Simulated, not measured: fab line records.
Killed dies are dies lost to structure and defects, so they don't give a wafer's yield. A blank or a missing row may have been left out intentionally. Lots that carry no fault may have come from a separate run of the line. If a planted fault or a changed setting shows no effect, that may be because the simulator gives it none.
What tool caused it? / flow sky130 / 12 lots, 36 wafers sampled, at 1 step of a route of 708

## WHAT EACH GAUGE READ, for each wafer
SKY_VIA2_CD_MEAS_12: target cd 200 nm. Usual: cd_nm at 200.6 nm, with a standard deviation of 1.4.
lot=L450; measured=day 36 08:50; on=cd_sem-02; cd_nm (nm)=199.5 200.4 200.5; flag=
lot=L452; measured=day 36 19:40; on=cd_sem-01; cd_nm (nm)=200.3 199.9 200.8; flag=
lot=L454; measured=day 38 07:55; on=cd_sem-01; cd_nm (nm)=200.1 199.4 201.1; flag=
lot=L456; measured=day 38 13:48; on=cd_sem-01; cd_nm (nm)=199.9 200.3 199.2; flag=
lot=L457; measured=day 38 23:47; on=cd_sem-02; cd_nm (nm)=201.6 200.5 200.4; flag=
lot=L459; measured=day 39 16:58; on=cd_sem-01; cd_nm (nm)=201.7 200.2 199.8; flag=
lot=L462; measured=day 40 14:08; on=cd_sem-01; cd_nm (nm)=198.4 196.3 198.7; flag=
lot=L466; measured=day 41 04:41; on=cd_sem-01; cd_nm (nm)=200.3 200.5 199.9; flag=
lot=L467; measured=day 41 14:47; on=cd_sem-01; cd_nm (nm)=202.4 202.8 201.0; flag=
lot=L468; measured=day 41 18:40; on=cd_sem-01; cd_nm (nm)=202.5 201.8 203.1; flag=
lot=L471; measured=day 42 18:41; on=cd_sem-01; cd_nm (nm)=198.6 199.6 199.4; flag=
lot=L472; measured=day 43 01:00; on=cd_sem-01; cd_nm (nm)=199.7 199.9 198.9; flag=

## WHICH TOOL RAN EACH LOT (tool, then ch and the chambers of the sampled wafers, then the start)
Record: no process step prior to these readings.

## WHAT THE TOOLS THEMSELVES READ (means of the sampled wafers that have a number; where no wafer has one, the mark that the record gives instead)
The record holds no such reading with a usual standard deviation.

## THE ANSWER, worked out from the rows above alone
Rule: take the mean of a lot's wafers that have a number; if it is more than 3 standard deviations from the usual mean, the lot is off. A lot without any number at a reading at which 4 lots or more have one is off too. The other lots that the step has rows for count as sound. First the gauges in route order, then the tools' own readings, where a lot's mean is used as printed above. The first step at which some lot is off is used, and at that step the reading that is off furthest; a lot without a number counts as furthest.
Across all readings shown, no lot is off: no conclusion can be drawn from this.

## WHAT WAS PUT IN BY THE SIMULATOR
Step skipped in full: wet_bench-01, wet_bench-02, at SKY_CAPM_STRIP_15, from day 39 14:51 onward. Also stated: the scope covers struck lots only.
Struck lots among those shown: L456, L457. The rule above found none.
